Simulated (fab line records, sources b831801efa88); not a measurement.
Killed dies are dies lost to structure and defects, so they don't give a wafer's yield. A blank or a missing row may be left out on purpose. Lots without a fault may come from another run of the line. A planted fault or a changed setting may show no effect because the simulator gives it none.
Which tool did it? | flow sky130 | 6 lots, 18 wafers sampled, at 3 steps of a route of 708

WHAT THE GAUGES READ, wafer by wafer
SKY_CAP2M_THK_MEAS_04: measures by xrf.
lot  | measured     | on            | CAP2M_TIN_THK (nm)
L271 | day 40 16:40 | film_metro-04 | 190.3 189.2 192.6
L277 | day 41 23:15 | film_metro-01 | 195.4 194.6 193.2
L280 | day 42 18:41 | film_metro-02 | 198.0 192.9 194.0
L285 | day 44 06:38 | film_metro-02 | 191.6 195.4 193.9
L290 | day 45 15:20 | film_metro-01 | 197.5 196.8 197.7
L292 | day 46 03:31 | film_metro-01 | 197.4 196.7 196.1

WHICH TOOL RAN EACH LOT (tool, then ch and the chambers of the sampled wafers, then the start)
lot  | SKY_METAL3_ETCH_17                 | SKY_VIA3_SPUTTER_20
L271 | rie_diel-01 ch 0,1, day 39 12:42   | pvd_sputter-03, day 40 15:31
L277 | rie_diel-02 ch 0,1,2, day 40 20:08 | pvd_sputter-01, day 41 22:05
L280 | rie_diel-01 ch 0,1, day 41 15:39   | pvd_sputter-03, day 42 17:26
L285 | rie_diel-03 ch 0,2,3, day 43 03:53 | pvd_sputter-03, day 44 05:31
L290 | rie_diel-03 ch 0,2, day 44 13:45   | pvd_sputter-03, day 45 14:11
L292 | rie_diel-02 ch 0,1, day 45 03:23   | pvd_sputter-03, day 46 02:17
- SKY_METAL3_ETCH_17: etches SiO2 in C4F8/O2/Ar, stops on TiN, time 3.9 s, target depth 15 nm.
- SKY_VIA3_SPUTTER_20: material TiN, target thk 20 nm, time 80 s.

THE ANSWER, worked out from the rows above alone
Rule: what is usual is taken from the lots themselves. Put in order of their means at a reading, lots are off if they are a third of the lots or fewer, leave a main group of 4 or more, and stand apart from it by a gap of 3 or more times the standard deviation of the main group's means; of several such gaps the widest counts. A main group whose means are all the same, to the digits that the tables above print for the reading, isn't used. A lot without any number at a reading at which 4 lots or more have one is off too. The other lots that the step has rows for count as sound.
No lot is off at any reading shown: from this, nothing can be told.

WHAT THE SIMULATOR HAD PUT IN
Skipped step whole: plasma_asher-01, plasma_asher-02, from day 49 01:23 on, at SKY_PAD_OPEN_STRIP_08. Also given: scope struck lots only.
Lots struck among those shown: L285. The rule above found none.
